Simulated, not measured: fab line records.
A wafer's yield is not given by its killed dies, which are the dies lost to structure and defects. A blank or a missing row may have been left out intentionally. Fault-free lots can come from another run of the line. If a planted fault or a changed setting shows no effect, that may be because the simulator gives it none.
A lot that was struck, set against a sound lot + flow gf180mcu + 15 out of 602 route steps
Sound: these wafers, L722.1, L722.3, L722.5. Struck: wafer L734.4; the same lot's L734.3 was not struck, so it is left out; see the end for the cause.
Order at every step that has rows: each side's tool, ch and its chambers, its first start. Under that, the readings that differ: sound wafers + struck wafers + difference of the means + sigmas: that difference in standard deviations of wafers without a fault.
alike: a reading whose means differ by less than 2 such deviations, as well as words and numbers matching on both sides. not compared: withheld readings; readings where some wafer has no value; bounds like >300 that might hide an equal value; numbers whose values overlap and for which the record gives no deviation.
The two part at a step that has a row with sigmas, a row that says differs or no value, or rows on one side only. Non-overlapping numbers with no deviation appear without sigmas and do not part them. Lack of a reading on every wafer of one side parts them only where that side has two or more wafers.

first, 3 steps without rows for these wafers: GF_CONTACT_EXPOSE_11 (exposes mask Contact, target cd 220 nm); GF_CONTACT_PEB_12 (peb time 90 s); GF_CONTACT_DEVELOP_13 (develop time 60 s).
GF_CONTACT_CD_MEAS_14: target cd 220 nm.
  struck on cd sem-01, day 21 18:08; sound on cd sem-02, day 17 15:50
  alike: cd nm
GF_CONTACT_OVL_MEAS_15:
  struck on overlay-01, day 21 18:13; sound on overlay-02, day 17 15:58
| reading          | sound    | struck | difference | sigmas |
|------------------|----------|--------|------------|--------|
| CONTACT_OVL (nm) | -8 -5 -7 | 8      | +15        | +2     |
GF_CONTACT_ETCH_16: etches BARC in N2/H2.
  sound on rie diel-02 ch 0,1,2, day 17 15:59; struck on rie diel-02 ch 2, day 21 18:14
  alike: drypump motor current A, h2 flow sccm, oes product au, rf fwd power W, throttle valve pct
GF_CONTACT_ETCH_17: etches SiO2 in C4F8/O2/Ar, stops on CoSi2, target depth 860 nm.
  sound on rie diel-02 ch 0,1,2; struck on rie diel-02 ch 2
  alike: oes product au, rf fwd power W
GF_CONTACT_STRIP_18: strips in O2/N2.
  sound on plasma asher-01 ch 1, day 17 16:10; struck on plasma asher-04 ch 0, day 21 18:26
  alike: drypump motor current A, heater power w, oes product au
  not compared: rf hours counter h
then, 3 steps without rows for these wafers: GF_CONTACT_CLEAN_19 (cleans in SPM); GF_CONTACT_CLEAN_20 (cleans in DIW); GF_CONTACT_CLEAN_21 (cleans in dHF, time 20 s).
GF_CONTACT_SPUTTER_22: material Ti, target thk 15 nm, time 80.02 s.
  struck on pvd sputter-04, day 21 18:42; sound on pvd sputter-03, day 17 16:27
  alike: cathode dc power W, chamber pressure pa, throttle valve pct
GF_CONTACT_SPUTTER_23: material TiN, target thk 10 nm, time 40 s.
  struck on pvd sputter-04, day 21 18:46; sound on pvd sputter-03, day 17 16:31
| reading                                     | sound             | struck | difference | sigmas |
|---------------------------------------------|-------------------|--------|------------|--------|
| model.TiN_of_CONTACT_SPUTTER_23.thk nm (nm) | 10.11 10.19 10.03 | 8.266  | -1.844     |        |
  alike: cathode dc power W, chamber pressure pa, throttle valve pct
GF_CONTACT_CVD_24: deposits W, target thk 300 nm, time 90.339 s.
  sound on cvd w-01 ch 0,1, day 17 16:33; struck on cvd w-01 ch 1, day 21 18:50
  alike: heater power w
next, for these wafers, 1 step has no rows: GF_PASSIVATION_PROBE_99.

## WHERE THEY PART
Only at GF_CONTACT_OVL_MEAS_15, as far as this record shows. Later steps at which nothing parts them and some readings are alike: GF_CONTACT_ETCH_16, GF_CONTACT_ETCH_17, GF_CONTACT_STRIP_18, GF_CONTACT_SPUTTER_22, GF_CONTACT_SPUTTER_23, GF_CONTACT_CVD_24.

WHY: what the simulator had put in
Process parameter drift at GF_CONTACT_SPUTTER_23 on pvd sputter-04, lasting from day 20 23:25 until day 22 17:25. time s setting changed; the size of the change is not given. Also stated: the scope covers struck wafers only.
